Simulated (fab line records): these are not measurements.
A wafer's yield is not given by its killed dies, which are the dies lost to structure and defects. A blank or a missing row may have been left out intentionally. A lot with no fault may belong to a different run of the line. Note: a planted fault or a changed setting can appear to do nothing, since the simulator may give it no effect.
Struck lot and sound lot, side by side :: flow sky130 :: 22 steps out of a route of 708
Sound: these wafers, L582.2, L582.4, L582.5. Wafers struck: L575.2, L575.5, L575.6. At the end, the cause is stated.
Order at every step that has rows: each side's tool, ch and its chambers, its first start. Under that, the readings that differ: sound wafers :: struck wafers :: difference of the means :: sigmas: that difference in standard deviations of wafers without a fault.
alike: readings whose means differ by less than 2 such deviations, and words and numbers that are the same on both sides. not compared: withheld readings, readings that some wafer has no value for, bounds like >300 that may hide the same value, and numbers for which the record gives no deviation and whose values overlap.
The two part at a step that has a row with sigmas, a row that says differs or no value, or rows on one side only. When numbers do not overlap yet have no deviation, they are printed without sigmas and do not part them. A reading that every wafer of one side lacks parts them only if that side has two wafers or more.

first, 4 steps without rows for these wafers: SKY_METAL5_SOFTBAKE_10 (time 60 s); SKY_METAL5_EXPOSE_11 (exposes mask MM5, target cd 1600 nm); SKY_METAL5_PEB_12; SKY_METAL5_DEVELOP_13 (develop time 60 s).
SKY_METAL5_DESCUM_14: chemistry O2, time 11 s.
  sound on rie metal-01 ch 0, day 48 16:53; struck on rie metal-04 ch 0,1, day 47 08:13
  alike: drypump motor current A, oes product au, temp c
  not compared: rf hours counter h
SKY_METAL5_METAL_ETCH_15: etches the open film in Cl2/BCl3, stops on SiO2, target depth 1260 nm, time 252 s.
  sound on rie metal-01 ch 0, day 48 16:55; struck on rie metal-04 ch 0,1, day 47 08:16
  alike: drypump motor current A, oes product au, throttle valve pct
  not compared: rf hours counter h
SKY_METAL5_STRIP_16: strips in O2/N2.
  sound on plasma asher-04 ch 0,1, day 48 17:09; struck on plasma asher-03 ch 0,1, day 47 08:29
  alike: drypump motor current A, oes product au, strip time to endpoint s
  not compared: rf hours counter h
then, 3 steps without rows for these wafers: SKY_METAL5_STRIP_17 (strips in post etch residue remover, time 1200 s); SKY_METAL5_CLEAN_18 (cleans in IPA, time 180 s); SKY_METAL5_CLEAN_19 (cleans in O3/DIW).
SKY_PASSIVATION_CVD_00: deposits SiO2, target thk 90 nm.
  sound on pecvd-04 ch 1,2, day 48 17:44; struck on pecvd-04 ch 1,2, day 47 09:06
  alike: heater power outer w, heater power w
SKY_PASSIVATION_THK_MEAS_01:
  sound on film metro-03, day 48 17:47; struck on film metro-02, day 47 09:08
  alike: PASSIVATION_CVD_00_THK
SKY_PASSIVATION_CVD_02: deposits Si3N4, target thk 540 nm.
  sound on pecvd-01 ch 0,2, day 48 17:50; struck on pecvd-03 ch 1,2, day 47 09:11
  no value came back on the struck wafers for heater power outer w (W), heater power w (W); on the sound wafers heater power outer w (W) reads 310 452 315
then, 7 steps without rows for these wafers: SKY_PASSIVATION_DEHYDRATE_04 (time 60 s); SKY_PASSIVATION_HMDS_05 (prime time 60 s); SKY_PASSIVATION_COAT_06 (resist thk 3000 nm); SKY_PASSIVATION_SOFTBAKE_07; SKY_PASSIVATION_EXPOSE_08 (exposes mask NSM, target cd 3000 nm); SKY_PASSIVATION_PEB_09; SKY_PASSIVATION_DEVELOP_10 (develop time 60 s).
SKY_PASSIVATION_ETCH_11: etches the open film in CF4/O2, stops on AlCu, target depth 725 nm, time 161.1 s.
  sound on rie diel-03 ch 0,1, day 49 11:23; struck on rie diel-01 ch 2,3, day 48 04:20
reading: model.PASSIVATION.feature depth nm (nm)
sound: 701.3 714.3 706.5
struck: 725 725 720.7
difference: +16
sigmas: 

reading: model.etch.depth nm (nm)
sound: 701.3 714.3 706.5
struck: 725 725 720.7
difference: +16
sigmas: 
  alike: cf4 flow sccm, drypump motor current A, oes product au, throttle valve pct
  not compared: rf hours counter h
SKY_PASSIVATION_STRIP_12: strips in O2/N2.
  sound on plasma asher-01 ch 0,1, day 49 11:29; struck on plasma asher-01 ch 0,1, day 48 04:26
  alike: drypump motor current A, oes product au, strip time to endpoint s
  not compared: rf hours counter h

## WHERE THEY PART
Only at SKY_PASSIVATION_CVD_02, within this record. Later steps at which nothing parts them and some readings are alike: SKY_PASSIVATION_ETCH_11, SKY_PASSIVATION_STRIP_12.

WHY: whatever the simulator had introduced
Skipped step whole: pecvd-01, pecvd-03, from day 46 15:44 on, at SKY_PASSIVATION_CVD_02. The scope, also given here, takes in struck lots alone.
